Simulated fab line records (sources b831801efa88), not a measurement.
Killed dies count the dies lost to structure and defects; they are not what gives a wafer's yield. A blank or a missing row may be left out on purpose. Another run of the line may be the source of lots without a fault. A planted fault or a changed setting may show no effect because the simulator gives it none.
Problem report in the 8D (eight disciplines) form, filled by code ; flow gf180mcu ; the parts of the form that need people (team, actions taken, sign-off) are left out

== 1. THE ISSUE ==
Mean of overpolish run s at GF_V2_CMP_26: 0.037 s across 6 wafers in 2 lots; on wafers with no fault it is 15.000 s (standard deviation 0.0088). That is -99 or more standard deviations from the usual mean.
The step: polishes, stops on SiO2, t overpolish 15 s, target thk 0 nm.
Seen first at day 25 04:08 on cmp-02, wafer L828.4. The record holds 42 wafers of 14 lots with a number at this step. Rule for "out", or "out of limits": more than 4 standard deviations from the usual mean. The rest of the wafers with a number are treated as sound.

== 2. WHAT IT IS AND WHAT IT IS NOT ==
question;is;is not
which readings at this step;overpolish run s, time to endpoint s;motor current A
which lots;L828, L830;L815, L816, L818, L820, L822, L823, L824, L825, L833, L835, L836, L837
which wafers of those lots;all that have a number;-
read on which tools;cmp-02;cmp-01
when;from day 25 04:08;"up to then (24 sound wafers); but 12 sound wafers of L833, L835, L836, L837 came after"

== 3. THE SUSPECTS, EACH WITH WHAT RULES IT OUT ==
Counting: a tool at a process step up to the reading stays a suspect if it ran every lot that is out and no sound lot after the first of them.
- cmp-02 at GF_V2_CMP_26 (polishes, stops on SiO2, t overpolish 15 s, target thk 0 nm): kept. It ran every lot that is out, first L828 (day 25 04:08), and no sound lot after that; its last sound lot up to then is L825 (day 24 03:33). Its own readings are out on those wafers: overpolish run s, time to endpoint s.
Left after counting: cmp-02 at GF_V2_CMP_26.

== 4. THE CAUSE (what the simulator had put in) ==
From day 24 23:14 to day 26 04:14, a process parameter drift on cmp-02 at GF_V2_CMP_26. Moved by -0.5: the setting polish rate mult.
Only this tool survived the counting.

== 5. THE CHAIN OF EFFECTS, in route order ==
Each row: a reading whose mean over the struck wafers that have a number lies more than 3 standard deviations from the usual. Only readings for which the record gives a usual standard deviation are gone through. hours: the time from each lot's start at the first step in this table that gives one to its start at this step, as a median over the lots. sigmas: the change in usual standard deviations.
hours;step;reading;usual;on struck wafers;change;sigmas
0;GF_V2_CMP_26;overpolish run s;15.000 s;0.037;-14.963;-99 or more
0;GF_V2_CMP_26;time to endpoint s;86 s;129;+43;+13
Process steps it contains:
- GF_V2_CMP_26: polishes, stops on SiO2, t overpolish 15 s, target thk 0 nm.

== 6. HOW IT WOULD HAVE BEEN CAUGHT EARLIER ==
First out-of-limits reading in this record: day 25 04:08, which is 5 hours after fault onset at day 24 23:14.
